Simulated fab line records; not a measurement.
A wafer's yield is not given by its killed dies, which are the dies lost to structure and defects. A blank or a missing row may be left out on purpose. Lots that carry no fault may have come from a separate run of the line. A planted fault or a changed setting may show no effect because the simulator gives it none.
A single fault, viewed from 2 desks / flow gf180mcu / every desk sees just its own numbers, and what lay behind them comes last

== FROM THE METROLOGY DESK ==
What the gauges read, lot by lot, whatever tool the lot ran on: means of the sampled wafers that have a number. If a lot's mean is further than 4 standard deviations from the usual mean, the lot is out of limits and carries the mark OUT (the distance appears in the brackets).
Columns: A = CONTACT_W_RS at GF_CONTACT_RS_MEAS_25, usual 0.383 ohm/sq; B = CONTACT_W_THK at GF_CONTACT_THK_MEAS_26, usual 303 nm
lot=L984; first seen here=day 17 09:20; A=0.395; B=293
lot=L987; first seen here=day 18 18:38; A=0.388; B=299
lot=L993; first seen here=day 21 01:27; A=0.383; B=304
lot=L994; first seen here=day 21 11:05; A=0.377; B=309
lot=L101; first seen here=day 23 18:39; A=0.375; B=307
This desk's finding: nothing out of limits on any of the 5 lots.

== FOR THE TOOL OWNER'S DESK: pvd_sputter-02 ==
At GF_M1_SPUTTER_01 (material TiN, target thk 30 nm, time 25 s) the tool's own readings: per lot run on this tool, the mean of the sampled wafers that have a number. If a lot's mean is further than 4 standard deviations from the usual mean, the lot is out of limits and carries the mark OUT (the distance appears in the brackets).
Columns: A = throttle_valve_pct at GF_M1_SPUTTER_01, usual 29.3 %
lot=L984; first seen here=day 17 09:55; A=29.1
lot=L994; first seen here=day 21 11:38; A=28.7
This desk's finding: nothing out of limits on any of the 2 lots.

== BROUGHT TOGETHER ==
Nothing out of limits was seen by the metrology desk.
The tool owner's desk saw nothing out of limits.

== WHAT HAD BEEN PUT IN BY THE SIMULATOR ==
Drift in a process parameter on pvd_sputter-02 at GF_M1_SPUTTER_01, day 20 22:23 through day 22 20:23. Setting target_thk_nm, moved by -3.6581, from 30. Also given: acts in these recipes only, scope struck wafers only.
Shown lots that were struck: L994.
